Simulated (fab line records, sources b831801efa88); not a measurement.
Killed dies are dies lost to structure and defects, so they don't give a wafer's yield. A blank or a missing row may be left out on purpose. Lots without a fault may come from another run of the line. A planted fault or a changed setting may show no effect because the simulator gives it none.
A struck lot beside a sound one | flow sky130 | 23 steps out of a route of 708
Sound: wafers L652.1, L652.2, L652.5. Struck: wafers L647.2, L647.3, L647.4. The cause comes at the end.
At each step with rows: each side's tool, then ch and its chambers, then its first start. Under that, the readings that differ: sound wafers | struck wafers | difference of the means | sigmas: that difference in standard deviations of wafers without a fault.
alike: readings whose means differ by less than 2 such deviations, and words and numbers that are the same on both sides. not compared: withheld readings, readings that some wafer has no value for, bounds like >300 that may hide the same value, and numbers for which the record gives no deviation and whose values overlap.
The two part at a step that has a row with sigmas, a row that says differs or no value, or rows on one side only. Numbers that don't overlap but have no deviation are shown without sigmas and don't part them. A reading that every wafer of one side lacks parts them only if that side has two wafers or more.

first, 1 step without rows for these wafers: SKY_LI_CONTACT_PRE_CLEAN_18 (time 5.6 s).
SKY_LI_CONTACT_SPUTTER_19: material Ti, target thk 20 nm, time 106.37 s.
  sound on pvd_sputter-03, day 34 05:12; struck on pvd_sputter-03, day 32 11:32
  alike: throttle_valve_pct
SKY_LI_CONTACT_SPUTTER_20: material TiN, target thk 20 nm, time 80 s.
  sound on pvd_sputter-03, day 34 05:16; struck on pvd_sputter-03, day 32 11:37
  alike: throttle_valve_pct
SKY_LI_CONTACT_CVD_21: deposits W, target thk 400 nm, time 120.56 s.
  sound on cvd_w-01 ch 0,1, day 34 05:20; struck on cvd_w-02 ch 0,1, day 32 11:41
  alike: heater_power_outer_w, heater_power_w
SKY_LI_CONTACT_RS_MEAS_22: measures by four-point-probe.
  sound on film_metro-04, day 34 05:28; struck on film_metro-01, day 32 11:50
  alike: LI_CONTACT_W_RS
SKY_LI_CONTACT_THK_MEAS_23: measures by xrf.
  sound on film_metro-04, day 34 05:35; struck on film_metro-01, day 32 11:56
  alike: LI_CONTACT_W_THK
then, 1 step without rows for these wafers: SKY_LI_CONTACT_CMP_24 (polishes, stops on PSG, t overpolish 20 s, target thk 0 nm).
SKY_LOCAL_INTERCONNECT_SPUTTER_00: material TiN, target thk 100 nm, time 83.3 s.
  sound on pvd_sputter-04, day 34 06:14; struck on pvd_sputter-04, day 32 12:17
  alike: throttle_valve_pct
SKY_LOCAL_INTERCONNECT_RS_MEAS_01: measures by four-point-probe.
  sound on film_metro-02, day 34 06:18; struck on film_metro-02, day 32 12:22
  alike: LOCAL_INTERCONNECT_TIN_RS
SKY_LOCAL_INTERCONNECT_THK_MEAS_02: measures by xrf.
  sound on film_metro-02, day 34 06:25; struck on film_metro-02, day 32 12:29
  alike: LOCAL_INTERCONNECT_TIN_THK
then, 2 steps without rows for these wafers: SKY_LOCAL_INTERCONNECT_DEHYDRATE_03 (time 60 s); SKY_LOCAL_INTERCONNECT_HMDS_04 (prime time 60 s).
SKY_LOCAL_INTERCONNECT_COAT_05: resist thk 60 nm.
  sound on litho_track-02 ch 0, day 34 19:18; struck on litho_track-01 ch 0, day 33 02:01
  reading              | sound                | struck               | difference | sigmas
  spin_speed_rpm (rpm) | 2999.4 3000.8 3001.9 | 3090.1 3091.0 3090.9 | +90.0      | +50
then, 5 steps without rows for these wafers: SKY_LOCAL_INTERCONNECT_COAT_06 (resist thk 450 nm); SKY_LOCAL_INTERCONNECT_SOFTBAKE_07 (time 90 s); SKY_LOCAL_INTERCONNECT_EXPOSE_08 (exposes mask LI1M, target cd 170 nm); SKY_LOCAL_INTERCONNECT_PEB_09; SKY_LOCAL_INTERCONNECT_DEVELOP_10 (develop time 60 s).
SKY_LOCAL_INTERCONNECT_CD_MEAS_11: target cd 170 nm.
  sound on cd_sem-02, day 35 08:56; struck on cd_sem-02, day 33 15:31
  alike: cd_nm
SKY_LOCAL_INTERCONNECT_OVL_MEAS_12:
  sound on overlay-01, day 35 09:03; struck on overlay-01, day 33 15:38
  alike: LOCAL_INTERCONNECT_OVL
SKY_LOCAL_INTERCONNECT_ETCH_13: etches BARC in N2/H2, stops on SiO2, time 45.9 s, target depth 60 nm.
  sound on rie_metal-01 ch 0,1, day 35 09:05; struck on rie_metal-01 ch 0,1, day 33 15:40
  reading                  | sound            | struck            | difference | sigmas
  model.etch.depth_nm (nm) | 59.9 59.92 60.15 | 59.19 59.21 59.06 | -0.84      |
  alike: drypump_motor_current_A, oes_product_au, throttle_valve_pct
  not compared: rf_hours_counter_h
SKY_LOCAL_INTERCONNECT_METAL_ETCH_14: etches TiN in Cl2/BCl3, stops on PSG, target depth 110 nm, time 31.4 s.
  sound on rie_metal-01 ch 0,1, day 35 09:09; struck on rie_metal-01 ch 0,1, day 33 15:43
  alike: drypump_motor_current_A, oes_product_au, throttle_valve_pct
  not compared: rf_hours_counter_h
then, 1 step without rows for these wafers: SKY_PAD_OPEN_PROBE_99.

WHERE THEY PART
Only at SKY_LOCAL_INTERCONNECT_COAT_05, within this record. Later steps at which nothing parts them and some readings are alike: SKY_LOCAL_INTERCONNECT_CD_MEAS_11, SKY_LOCAL_INTERCONNECT_OVL_MEAS_12, SKY_LOCAL_INTERCONNECT_ETCH_13, SKY_LOCAL_INTERCONNECT_METAL_ETCH_14.

WHY: what the simulator had put in
Process parameter drift: litho_track-01, from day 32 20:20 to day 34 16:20, at SKY_LOCAL_INTERCONNECT_COAT_05. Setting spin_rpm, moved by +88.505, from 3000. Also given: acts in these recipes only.
